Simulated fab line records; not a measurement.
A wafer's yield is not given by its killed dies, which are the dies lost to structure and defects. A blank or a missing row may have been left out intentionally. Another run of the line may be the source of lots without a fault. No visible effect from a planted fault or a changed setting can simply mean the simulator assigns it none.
A struck lot beside a sound one + flow sky130 + 33 out of 708 route steps
Sound: these wafers, L104.1, L104.4, L104.6. Struck: wafers L107.1, L107.2, L107.5. The cause is named last.
For every step that has rows: the tool of each side, followed by ch and its chambers, followed by its first start. Under that, the readings that differ: sound wafers + struck wafers + difference of the means + sigmas: that difference in standard deviations of wafers without a fault.
alike: words and numbers the same on both sides, and readings whose means are apart by under 2 such deviations; not compared: readings that were withheld, readings missing a value for some wafer, numbers with overlapping values and no deviation given by the record, and bounds like >300 which may hide the same value.
A row with sigmas, a row that says differs or no value, or rows on one side alone: a step with any of these is where the two part. Numbers that have no deviation but don't overlap get no sigmas and don't part them. Lack of a reading on every wafer of one side parts them only where that side has two or more wafers.

first, 1 step without rows for these wafers: SKY_METAL2_DEVELOP_14 (develop time 60 s).
SKY_METAL2_CD_MEAS_15 targets a cd of 140 nm.
  sound on cdSem-01 at day 38 13:45; struck on cdSem-01 at day 39 11:47
  alike: cdNm
SKY_METAL2_OVL_MEAS_16:
  sound on overlay-02 at day 38 13:52; struck on overlay-02 at day 39 11:55
  alike: METAL2_OVL
then, 1 step without rows for these wafers: SKY_METAL2_DESCUM_17 (chemistry O2, time 8 s).
SKY_METAL2_ETCH_18: etches BARC in N2/H2, stops on SiO2, time 45.9 s, target depth 60 nm.
  sound on rieMetal-02 ch 0,1, day 38 13:56; struck on rieMetal-04 ch 0,1, day 39 11:59
  alike: drypumpMotorCurrentA, oesProductAu, throttleValvePct
  not compared: rfHoursCounterH
then, 1 step without rows for these wafers: SKY_METAL2_METAL_ETCH_19 (etches the open film in Cl2/BCl3, stops on SiO2, target depth 360 nm, time 78 s).
SKY_METAL2_STRIP_20: strips in O2/N2.
  sound on plasmaAsher-04 ch 0,1, day 38 14:05; struck on plasmaAsher-01 ch 0,1, day 39 12:08
  alike: drypumpMotorCurrentA, oesProductAu, stripTimeToEndpointS
  not compared: rfHoursCounterH
then, 4 steps without rows for these wafers: SKY_METAL2_STRIP_21 (strips in post etch residue remover, time 1200 s); SKY_METAL2_CLEAN_22 (cleans in IPA, time 180 s); SKY_METAL2_CLEAN_23 (cleans in O3/DIW); SKY_VIA2_HDPCVD_00 (deposits SiO2, target thk 1180 nm, time 196.7 s).
SKY_VIA2_THK_MEAS_01:
  sound on filmMetro-02 at day 38 14:49; struck on filmMetro-01 at day 39 12:55
  alike: VIA2_HDPCVD_THK
SKY_VIA2_CMP_02: polishes SiO2.
  sound on cmp-01 ch 0,1,3, day 38 14:58; struck on cmp-02 ch 0,1, day 39 12:59
  no value came back on the struck wafers for edgeZonePressureFrac, headPressurePsi (psi), motorCurrentA (A); on the sound wafers edgeZonePressureFrac reads 0.997 1.003 1.001
| reading                                 | sound             | struck         | difference | sigmas |
|-----------------------------------------|-------------------|----------------|------------|--------|
| model.SiO2_of_VIA2_HDPCVD_00.thkNm (nm) | 493.5 494.8 495.4 | 1196 1191 1187 | +697       |        |
SKY_VIA2_BOW_MEAS_03:
  sound on filmMetro-01 at day 38 15:10; struck on filmMetro-02 at day 39 13:17
| reading       | sound    | struck      | difference | sigmas |
|---------------|----------|-------------|------------|--------|
| VIA2_BOW (um) | 77 93 89 | 115 115 126 | +32        | +4     |
then, 8 steps without rows for these wafers: SKY_VIA2_DEHYDRATE_04 (time 60 s); SKY_VIA2_HMDS_05 (prime time 60 s); SKY_VIA2_COAT_06 (resist thk 60 nm); SKY_VIA2_COAT_07 (resist thk 450 nm); SKY_VIA2_SOFTBAKE_08 (time 90 s); SKY_VIA2_EXPOSE_09 (exposes mask VIM2, target cd 200 nm); SKY_VIA2_PEB_10; SKY_VIA2_DEVELOP_11 (develop time 60 s).
SKY_VIA2_CD_MEAS_12 targets a cd of 200 nm.
  sound on cdSem-01 at day 39 16:17; struck on cdSem-01 at day 40 13:59
| reading   | sound             | struck            | difference | sigmas |
|-----------|-------------------|-------------------|------------|--------|
| cdNm (nm) | 197.5 197.1 198.0 | 200.8 200.7 200.3 | +3.1       | +2     |
SKY_VIA2_OVL_MEAS_13:
  sound on overlay-01 at day 39 16:24; struck on overlay-01 at day 40 14:06
  alike: VIA2_OVL
SKY_VIA2_ETCH_14: etches BARC in N2/H2, stops on SiO2, time 44.46 s, target depth 60 nm.
  sound on rieDiel-01 ch 0,2, day 39 16:26; struck on rieDiel-02 ch 0,2,3, day 40 14:08
| reading                  | sound       | struck      | difference | sigmas |
|--------------------------|-------------|-------------|------------|--------|
| drypumpMotorCurrentA (A) | 5.8 6.3 6.3 | 5.2 5.3 5.3 | -0.9       | -2     |
  alike: oesProductAu, throttleValvePct
  not compared: rfHoursCounterH
SKY_VIA2_ETCH_15: etches SiO2 in C4F8/O2/Ar, stops on TiN, target depth 546 nm, time 84 s.
  sound on rieDiel-01 ch 0,2, day 39 16:28; struck on rieDiel-02 ch 0,2,3, day 40 14:10
| reading                        | sound             | struck            | difference | sigmas      |
|--------------------------------|-------------------|-------------------|------------|-------------|
| oesProductAu (a.u.)            | 0.936 0.936 0.951 | 1.620 1.635 1.572 | +0.668     | +99 or more |
| model.VIA2.featureDepthNm (nm) | 493.5 494.8 495.4 | 544.1 547.6 521.6 | +43.2      |             |
| model.etch.depthNm (nm)        | 493.5 494.8 495.4 | 544.1 547.6 521.6 | +43.2      |             |
  not compared: rfHoursCounterH
SKY_VIA2_STRIP_16: strips in O2/N2.
  sound on plasmaAsher-02 ch 0,1, day 39 16:32; struck on plasmaAsher-02 ch 0,1, day 40 14:14
  alike: drypumpMotorCurrentA, oesProductAu, stripTimeToEndpointS
  not compared: rfHoursCounterH
then, 3 steps without rows for these wafers: SKY_VIA2_STRIP_17 (strips in post etch residue remover, time 1200 s); SKY_VIA2_CLEAN_18 (cleans in IPA, time 180 s); SKY_VIA2_CLEAN_19 (cleans in O3/DIW).
SKY_VIA2_SPUTTER_20: material TiN, target thk 20 nm, time 80 s.
  sound on pvdSputter-04 at day 39 17:13; struck on pvdSputter-01 at day 40 14:50
  alike: throttleValvePct
then, 1 step without rows for these wafers: SKY_VIA2_CVD_21 (deposits W, target thk 420 nm, time 126.4 s).
SKY_VIA2_CMP_24: polishes, stops on SiO2, t overpolish 20 s, target thk 0 nm.
  sound on cmp-02 ch 0,1,3, day 39 17:41; struck on cmp-01 ch 0,2, day 40 15:13
| reading                                 | sound           | struck         | difference | sigmas |
|-----------------------------------------|-----------------|----------------|------------|--------|
| model.SiO2_of_VIA2_HDPCVD_00.thkNm (nm) | 489.1 490.4 491 | 1192 1186 1182 | +696       |        |
  alike: edgeZonePressureFrac, headPressurePsi, motorCurrentA

WHERE THEY PART
First at SKY_VIA2_CMP_02; last, within this record, at SKY_VIA2_ETCH_15. Later steps at which nothing parts them and some readings are alike: SKY_VIA2_STRIP_16, SKY_VIA2_SPUTTER_20, SKY_VIA2_CMP_24.

WHY: what the simulator had put in
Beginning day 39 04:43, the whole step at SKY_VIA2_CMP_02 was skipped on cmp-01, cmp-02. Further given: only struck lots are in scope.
